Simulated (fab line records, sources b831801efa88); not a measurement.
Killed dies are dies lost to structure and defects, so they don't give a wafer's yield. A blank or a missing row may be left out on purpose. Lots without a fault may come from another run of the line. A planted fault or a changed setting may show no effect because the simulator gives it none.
A struck lot beside a sound one | flow sky130 | 15 steps out of a route of 708
Sound: wafers L397.1, L397.2, L397.6. Struck: wafers L407.1, L407.2, L407.6. The cause comes at the end.
At each step with rows: each side's tool, then ch and its chambers, then its first start. Under that, the readings that differ: sound wafers | struck wafers | difference of the means | sigmas: that difference in standard deviations of wafers without a fault.
alike: readings whose means differ by less than 2 such deviations, and words and numbers that are the same on both sides. not compared: withheld readings, readings that some wafer has no value for, bounds like >300 that may hide the same value, and numbers for which the record gives no deviation and whose values overlap.
The two part at a step that has a row with sigmas, a row that says differs or no value, or rows on one side only. Numbers that don't overlap but have no deviation are shown without sigmas and don't part them. A reading that every wafer of one side lacks parts them only if that side has two wafers or more.

SKY_LI_CONTACT_THK_MEAS_23: measures by xrf.
  sound on film_metro-04, day 31 05:23; struck on film_metro-02, day 34 19:29
  alike: LI_CONTACT_W_THK
SKY_LI_CONTACT_CMP_24: polishes, stops on PSG, t overpolish 20 s, target thk 0 nm.
  sound on cmp-01 ch 0,2, day 31 05:30; struck on cmp-02 ch 0,2,3, day 34 19:33
  alike: head_pressure_psi, motor_current_A, overpolish_run_s, time_to_endpoint_s
SKY_LOCAL_INTERCONNECT_SPUTTER_00: material TiN, target thk 100 nm, time 83.3 s.
  sound on pvd_sputter-02, day 31 05:45; struck on pvd_sputter-02, day 34 19:51
  alike: throttle_valve_pct
SKY_LOCAL_INTERCONNECT_RS_MEAS_01: measures by four-point-probe.
  sound on film_metro-01, day 31 05:49; struck on film_metro-02, day 34 19:55
  alike: LOCAL_INTERCONNECT_TIN_RS
SKY_LOCAL_INTERCONNECT_THK_MEAS_02: measures by xrf.
  sound on film_metro-01, day 31 05:56; struck on film_metro-02, day 34 20:02
  alike: LOCAL_INTERCONNECT_TIN_THK
then, 7 steps without rows for these wafers: SKY_LOCAL_INTERCONNECT_DEHYDRATE_03 (time 60 s); SKY_LOCAL_INTERCONNECT_HMDS_04 (prime time 60 s); SKY_LOCAL_INTERCONNECT_COAT_05 (resist thk 60 nm); SKY_LOCAL_INTERCONNECT_COAT_06 (resist thk 450 nm); SKY_LOCAL_INTERCONNECT_SOFTBAKE_07 (time 90 s); SKY_LOCAL_INTERCONNECT_EXPOSE_08 (exposes mask LI1M, target cd 170 nm); SKY_LOCAL_INTERCONNECT_PEB_09.
SKY_LOCAL_INTERCONNECT_DEVELOP_10: develop time 60 s.
  sound on litho_track-02 ch 0, day 32 09:00; struck on litho_track-02 ch 0, day 35 22:00
  reading              | sound             | struck            | difference | sigmas
  developer_temp_C (C) | 20.91 21.02 21.01 | 21.79 21.75 21.83 | +0.81      | +8
  alike: chill_plate_temp_C
SKY_LOCAL_INTERCONNECT_CD_MEAS_11: target cd 170 nm.
  sound on cd_sem-01, day 32 09:47; struck on cd_sem-01, day 35 22:14
  alike: cd_nm
SKY_PAD_OPEN_PROBE_99:
  the record has rows for the sound wafers here (prober-02, day 47 07:05) and none for the struck ones

WHERE THEY PART
First at SKY_LOCAL_INTERCONNECT_DEVELOP_10; last, within this record, at SKY_PAD_OPEN_PROBE_99.

WHY: what the simulator had put in
Process parameter drift: litho_track-02, from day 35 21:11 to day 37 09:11, at SKY_LOCAL_INTERCONNECT_DEVELOP_10. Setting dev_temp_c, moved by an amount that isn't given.
